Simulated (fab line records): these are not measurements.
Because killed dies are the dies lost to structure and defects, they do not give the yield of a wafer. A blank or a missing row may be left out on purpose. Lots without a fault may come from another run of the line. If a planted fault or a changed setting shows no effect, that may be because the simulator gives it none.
Chamber matching / flow gf180mcu / GF_SAB_CVD_00 on pecvd-03 has 3 sister chambers
The step deposits SiO2 from TEOS, target thk 50 nm, time 4.9302 s. 3 wafers are shown with their chamber, then 7 later ones without.

WAFERS PAIRED WITH THEIR CHAMBERS
wafer=L547.3; chamber=2; heater_power_w (W)=911
wafer=L548.1; chamber=1; heater_power_w (W)=663
wafer=L548.2; chamber=0; heater_power_w (W)=565

WAFERS WITH NO CHAMBER GIVEN
wafer=L548.6; heater_power_w (W)=582
wafer=L550.2; heater_power_w (W)=566
wafer=L550.3; heater_power_w (W)=947
wafer=L550.5; heater_power_w (W)=934
wafer=L552.2; heater_power_w (W)=574
wafer=L552.4; heater_power_w (W)=491
wafer=L552.6; heater_power_w (W)=593

WHICH CHAMBER EACH WENT THROUGH
wafer=L548.6; from the rows above=can't be placed: 0 or 1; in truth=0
wafer=L550.2; from the rows above=0; in truth=0
wafer=L550.3; from the rows above=2; in truth=2
wafer=L550.5; from the rows above=2; in truth=2
wafer=L552.2; from the rows above=0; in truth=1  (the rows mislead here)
wafer=L552.4; from the rows above=0; in truth=0
wafer=L552.6; from the rows above=can't be placed: 0 or 1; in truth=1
Correctly placed: 4 of 7. Cannot be placed on the basis of these rows: 2; the candidates contain the true chamber in 2. Number placed wrongly: 1.
How it was worked out, from the rows above alone: a wafer's distance from a chamber is the root of the sum, over the readings, of the square of ((its reading less the chamber's mean) divided by the reading's scatter). If the next closest chamber is less than 2 further off than the closest, the wafer can't be placed; otherwise it belongs to the closest. A chamber's mean is the mean of its shown wafers. The scatter: with one shown wafer a chamber, the root of the mean of the squares of how far each hidden wafer lies from its nearest shown one.
